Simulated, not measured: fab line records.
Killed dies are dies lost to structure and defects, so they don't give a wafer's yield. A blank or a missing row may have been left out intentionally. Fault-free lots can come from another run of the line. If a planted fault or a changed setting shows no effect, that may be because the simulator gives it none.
Code-filled problem report in 8D (eight disciplines) form :: flow sky130 :: the parts of the form that need people (team, actions taken, sign-off) are left out

== 1. THE ISSUE ==
tilt-deg at SKY_LDD_N_IMPLANT_13 reads a mean of -0.006 degrees on 6 wafers of 2 lots; wafers without a fault read 29.994 degrees with a standard deviation of 0.018. So: -99 or more standard deviations from the usual mean.
The first sign was on wafer L121.1 at day 22 13:09, on implanter-02. The record holds 36 wafers of 12 lots with a number at this step. The rule behind "out" and "out of limits": a value lying over 4 standard deviations away from the usual mean. The other wafers with a number count as sound.

== 2. WHAT IT IS AND WHAT IT IS NOT ==
question: which readings at this step
is: tilt-deg
is not: beam-energy-keV, beam-on-s

question: which lots
is: L121, L122
is not: L109, L110, L111, L120, L124, L126, L127, L129, L130, L131

question: which wafers of those lots
is: all that have a number
is not: -

question: read on which tools
is: implanter-02
is not: implanter-01, implanter-04

question: when
is: from day 22 13:09
is not: up to then (12 sound wafers); but 18 sound wafers of L124, L126, L127, L129, L130, L131 came after

== 3. WHAT RULES OUT EACH SUSPECT ==
Counting: a tool stays on the suspect list if, at a process step up to the reading, it processed all lots that are out and no sound lot following the first of them.
- plasma-asher-01 at SKY_VT_ADJUST_LVTN_STRIP_20 (strips in O2/N2): ruled out as a lasting fault. Sound lots L131 ran on it after its first lot that is out, L121 (day 11 11:21).
- implanter-02 at SKY_LDD_N_IMPLANT_13: ruled out as a lasting fault. Sound lots L130 ran on it after its first lot that is out, L121 (day 22 13:09).
Left after counting: nothing in the record.

== 4. THE CAUSE (what the simulator had put in) ==
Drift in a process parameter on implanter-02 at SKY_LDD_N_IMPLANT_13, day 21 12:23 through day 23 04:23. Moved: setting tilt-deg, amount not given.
Counting ruled it out, wrongly.

== 5. SEQUENCE OF EFFECTS, ordered by route ==
Rows list readings where the struck wafers' mean (over those with a number) sits beyond 3 standard deviations from the usual. Scope: only readings with a usual standard deviation given in the record; hours: median across lots of the time from each lot's start at the first step in this table that gives one to its start at this step; sigmas: change in usual standard deviations.
hours: 0
step: SKY_LDD_N_IMPLANT_13
reading: tilt-deg
usual: 29.994 degrees
on struck wafers: -0.006
change: -30.000
sigmas: -99 or more
It contains these process steps:
- SKY_LDD_N_IMPLANT_13
Later steps that measure or inspect, where all struck wafers having a row at the step show a number for every such reading and not one has moved that far: SKY_LDD_P_CD_MEAS_07.

== 6. WHAT WOULD HAVE CAUGHT IT SOONER ==
In this record the first reading out of limits was taken at day 22 13:09, 25 hours after the fault began at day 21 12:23.
